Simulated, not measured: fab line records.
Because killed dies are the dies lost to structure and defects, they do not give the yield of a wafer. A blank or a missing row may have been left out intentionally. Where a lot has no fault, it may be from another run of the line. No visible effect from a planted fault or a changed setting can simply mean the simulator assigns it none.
Struck lot and sound lot, side by side / flow sky130 / 15 out of 708 route steps
Sound: wafers L183.1, L183.2, L183.3. Wafers L192.3, L192.5, L192.6 were the ones struck. The cause is named last.
Per side, at each step with rows, come the tool, then ch with its chambers, and then its first start. Under that, the readings that differ: sound wafers / struck wafers / difference of the means / sigmas: that difference in standard deviations of wafers without a fault.
alike: same words and numbers on both sides, and readings whose means sit less than 2 such deviations apart. not compared: any withheld reading, any reading some wafer has no value for, any bound like >300 that may hide the same value, and any number with overlapping values for which the record gives no deviation.
Wherever a step has rows on one side only, a row that says differs or no value, or a row with sigmas, the two part there. Non-overlapping numbers with no deviation appear without sigmas and do not part them. A reading missing from all wafers of one side parts the sides only when that side holds two or more wafers.

first, 7 steps without rows for these wafers: SKY_VT_ADJUST_HVTP_DEHYDRATE_00 (time 60 s); SKY_VT_ADJUST_HVTP_HMDS_01 (prime time 60 s); SKY_VT_ADJUST_HVTP_COAT_02 (resist thk 1140 nm); SKY_VT_ADJUST_HVTP_SOFTBAKE_03 (time 60 s); SKY_VT_ADJUST_HVTP_EXPOSE_04 (exposes mask HVTPM, target cd 380 nm); SKY_VT_ADJUST_HVTP_PEB_05; SKY_VT_ADJUST_HVTP_DEVELOP_06 (develop time 60 s).
SKY_VT_ADJUST_HVTP_CD_MEAS_07: target cd 380 nm.
  sound on cdSem-01 at day 7 05:48; struck on cdSem-01 at day 9 13:06
reading=cdNm (nm); sound=382.6 383.0 380.3; struck=374.8 374.5 374.5; difference=-7.4; sigmas=-3
SKY_VT_ADJUST_HVTP_OVL_MEAS_08:
  sound on overlay-02 at day 7 05:55; struck on overlay-01 at day 9 13:11
  alike: VT_ADJUST_HVTP_OVL
then, 1 step without rows for these wafers: SKY_VT_ADJUST_HVTP_IMPLANT_09.
SKY_VT_ADJUST_HVTP_STRIP_10: strips in O2/N2.
  sound on plasmaAsher-03 ch 0,1, day 7 06:07; struck on plasmaAsher-01 ch 0,1, day 9 13:24
  alike: drypumpMotorCurrentA, oesProductAu, stripTimeToEndpointS
  not compared: rfHoursCounterH
SKY_VT_ADJUST_HVTP_TW_MEAS_11:
  sound on filmMetro-04 at day 7 06:13; struck on filmMetro-01 at day 9 13:29
  alike: VT_ADJUST_HVTP_TW
SKY_VT_ADJUST_LVTN_DEHYDRATE_00: time 60 s.
  sound on lithoTrack-04 ch 0, day 7 15:28; struck on lithoTrack-04 ch 0, day 9 23:31
reading=heaterPowerTotalW (W); sound=160.48 160.35 160.44; struck=158.27 158.55 158.43; difference=-2.01; sigmas=-15
reading=plateTempC (C); sound=200.04 199.99 200.16; struck=198.00 197.79 198.13; difference=-2.09; sigmas=-15
then, 1 step without rows for these wafers: SKY_VT_ADJUST_LVTN_HMDS_01 (prime time 60 s).
-- record jumps: 39 days separate the struck wafers' starts on either side; left off in module VT_ADJUST_LVTN, taken up again in module PAD_OPEN, whose first shown step is the route's number 708 --
SKY_PAD_OPEN_PROBE_99:
  only the struck wafers here have rows in the record (prober-02, day 49 08:52); the sound ones have none

## WHERE THEY PART
Earliest at SKY_VT_ADJUST_HVTP_CD_MEAS_07; latest, in this record, at SKY_PAD_OPEN_PROBE_99.

WHY: the cause the simulator had injected
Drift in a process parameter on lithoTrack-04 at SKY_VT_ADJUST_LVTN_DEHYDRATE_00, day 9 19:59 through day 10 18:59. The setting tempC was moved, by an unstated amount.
